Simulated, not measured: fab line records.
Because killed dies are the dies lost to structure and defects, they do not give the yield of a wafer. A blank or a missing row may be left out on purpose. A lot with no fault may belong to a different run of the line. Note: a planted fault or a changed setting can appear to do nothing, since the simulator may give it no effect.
Comparing a struck lot with a sound one	flow sky130	42 steps out of a route of 708
Sound: the wafers L320.1, L320.2, L320.6. The struck wafers were L334.1, L334.2, L334.5. Last of all comes the cause.
Order at every step that has rows: each side's tool, ch and its chambers, its first start. Under that, the readings that differ: sound wafers	struck wafers	difference of the means	sigmas: that difference in standard deviations of wafers without a fault.
alike: readings whose means differ by less than 2 such deviations, and words and numbers that are the same on both sides. not compared: withheld readings, readings that some wafer has no value for, bounds like >300 that may hide the same value, and numbers for which the record gives no deviation and whose values overlap.
Wherever a step has rows on one side only, a row that says differs or no value, or a row with sigmas, the two part there. Numbers that don't overlap but have no deviation are shown without sigmas and don't part them. A reading missing from all wafers of one side parts the sides only when that side holds two or more wafers.

SKY_POLY_CUT_ETCH_10: etches BARC in N2/H2, stops on SiO2, time 45.9 s, target depth 60 nm.
  sound on rie_diel-02 ch 0,2,3, day 24 22:59; struck on rie_diel-04 ch 2,3, day 30 03:47
  alike: drypump_motor_current_A, oes_product_au, throttle_valve_pct
  not compared: rf_hours_counter_h
then, 1 step without rows for these wafers: SKY_POLY_CUT_ETCH_11 (etches Si3N4 in CF4/CH2F2/Ar, stops on poly-Si, time 42.5 s, target depth 60 nm).
SKY_POLY_CUT_STRIP_12: strips in O2/N2.
  sound on plasma_asher-04 ch 0,1, day 24 23:04; struck on plasma_asher-03 ch 0,1, day 30 03:52
reading	sound	struck	difference	sigmas
strip_time_to_endpoint_s (s)	5.321 5.344 5.355	5.381 5.399 5.387	+0.049	+3
  alike: drypump_motor_current_A, oes_product_au
  not compared: rf_hours_counter_h
then, 7 steps without rows for these wafers: SKY_SD_P_DEHYDRATE_00 (time 60 s); SKY_SD_P_HMDS_01 (prime time 60 s); SKY_SD_P_COAT_02 (resist thk 1140 nm); SKY_SD_P_SOFTBAKE_03 (time 60 s); SKY_SD_P_EXPOSE_04 (exposes mask PSDM, target cd 380 nm); SKY_SD_P_PEB_05; SKY_SD_P_DEVELOP_06 (develop time 60 s).
SKY_SD_P_CD_MEAS_07: target cd 380 nm.
  sound on cd_sem-01 at day 26 04:28; struck on cd_sem-02 at day 31 09:52
  alike: cd_nm
SKY_SD_P_OVL_MEAS_08:
  sound on overlay-02 at day 26 04:35; struck on overlay-01 at day 31 09:59
  alike: SD_P_OVL
SKY_SD_P_IMPLANT_09:
  sound on implanter-01 ch 0, day 26 04:38; struck on implanter-01 ch 0, day 31 10:01
  alike: end_station_pressure_torr
SKY_SD_P_STRIP_10: strips in O2/N2.
  sound on plasma_asher-01 ch 0,1, day 26 04:47; struck on plasma_asher-02 ch 0,1, day 31 10:10
  alike: drypump_motor_current_A, oes_product_au, strip_time_to_endpoint_s
  not compared: rf_hours_counter_h
SKY_SD_P_TW_MEAS_11:
  sound on film_metro-02 at day 26 04:53; struck on film_metro-01 at day 31 10:16
reading	sound	struck	difference	sigmas
SD_P_TW	2870 2858 2844	2821 2818 2814	-40	-2
then, 8 steps without rows for these wafers: SKY_RES_XHIGH_DEHYDRATE_00 (time 60 s); SKY_RES_XHIGH_HMDS_01 (prime time 60 s); SKY_RES_XHIGH_COAT_02 (resist thk 1140 nm); SKY_RES_XHIGH_SOFTBAKE_03 (time 60 s); SKY_RES_XHIGH_EXPOSE_04 (exposes mask URPM, target cd 1270 nm); SKY_RES_XHIGH_PEB_05; SKY_RES_XHIGH_DEVELOP_06 (develop time 60 s); SKY_RES_XHIGH_IMPLANT_07.
SKY_RES_XHIGH_STRIP_08: strips in O2/N2.
  sound on plasma_asher-02 ch 0,1, day 27 09:09; struck on plasma_asher-03 ch 0,1, day 32 13:22
  alike: drypump_motor_current_A, oes_product_au, strip_time_to_endpoint_s
  not compared: rf_hours_counter_h
SKY_RES_XHIGH_TW_MEAS_09:
  sound on film_metro-01 at day 27 09:15; struck on film_metro-01 at day 32 13:28
  alike: RES_XHIGH_TW
then, 7 steps without rows for these wafers: SKY_SD_N_DEHYDRATE_00 (time 60 s); SKY_SD_N_HMDS_01 (prime time 60 s); SKY_SD_N_COAT_02 (resist thk 1140 nm); SKY_SD_N_SOFTBAKE_03 (time 60 s); SKY_SD_N_EXPOSE_04 (exposes mask NSDM, target cd 380 nm); SKY_SD_N_PEB_05; SKY_SD_N_DEVELOP_06 (develop time 60 s).
SKY_SD_N_CD_MEAS_07: target cd 380 nm.
  sound on cd_sem-01 at day 28 13:43; struck on cd_sem-02 at day 33 16:01
reading	sound	struck	difference	sigmas
cd_nm (nm)	377 377 377	389 388 388	+11	+3
SKY_SD_N_OVL_MEAS_08:
  sound on overlay-02 at day 28 13:50; struck on overlay-02 at day 33 16:08
  alike: SD_N_OVL
then, 2 steps without rows for these wafers: SKY_SD_N_IMPLANT_09; SKY_SD_N_IMPLANT_10.
SKY_SD_N_STRIP_11: strips in O2/N2.
  sound on plasma_asher-01 ch 0,1, day 28 14:11; struck on plasma_asher-03 ch 0,1, day 33 16:32
reading	sound	struck	difference	sigmas
drypump_motor_current_A (A)	5.46 5.18 5.19	5.38 6.45 6.42	+0.81	+3
  alike: oes_product_au, strip_time_to_endpoint_s
  not compared: rf_hours_counter_h
SKY_SD_N_TW_MEAS_12:
  sound on film_metro-01 at day 28 14:17; struck on film_metro-01 at day 33 16:38
reading	sound	struck	difference	sigmas
SD_N_TW	4018 3999 4050	3961 3981 3981	-48	-2
then, 2 steps without rows for these wafers: SKY_SD_N_CLEAN_13 (cleans in SC1/SC2, time 150 s); SKY_SD_N_RTA_14 (time 2 s).
SKY_SD_N_RS_MEAS_16: uses a four-point probe to measure.
  sound on film_metro-02 at day 28 14:34; struck on film_metro-02 at day 33 16:55
  alike: SD_N_RS
-- a jump in the record: the struck wafers' starts before and after are 16 days apart (it breaks off in module SD_N and resumes in module PAD_OPEN, where the first step shown is number 708 of the route) --
SKY_PAD_OPEN_PROBE_99:
  sound on prober-02 at day 46 07:21; struck on prober-01 at day 49 22:16
reading	sound	struck	difference	sigmas
model.etest.res_high_po.rs_ohm_sq_range	3.255 5.621 4.12	58.8 60.96 60.44	+55.7	
model.etest.res_pdiff.rs_ohm_sq_range	5.535 5.707 6.178	19.53 19.18 19.88	+13.72	
  alike: killed_at_M0_to_M3, killed_at_M4_up, killed_at_contacts, killed_at_front_end, killed_at_other, killed_dies, killed_open, killed_short

WHERE THEY PART
Last at SKY_SD_N_TW_MEAS_12 as far as this record goes, first at SKY_POLY_CUT_STRIP_12. Later steps at which nothing parts them and some readings are alike: SKY_SD_N_RS_MEAS_16, SKY_PAD_OPEN_PROBE_99.

WHY: what had been put in by the simulator
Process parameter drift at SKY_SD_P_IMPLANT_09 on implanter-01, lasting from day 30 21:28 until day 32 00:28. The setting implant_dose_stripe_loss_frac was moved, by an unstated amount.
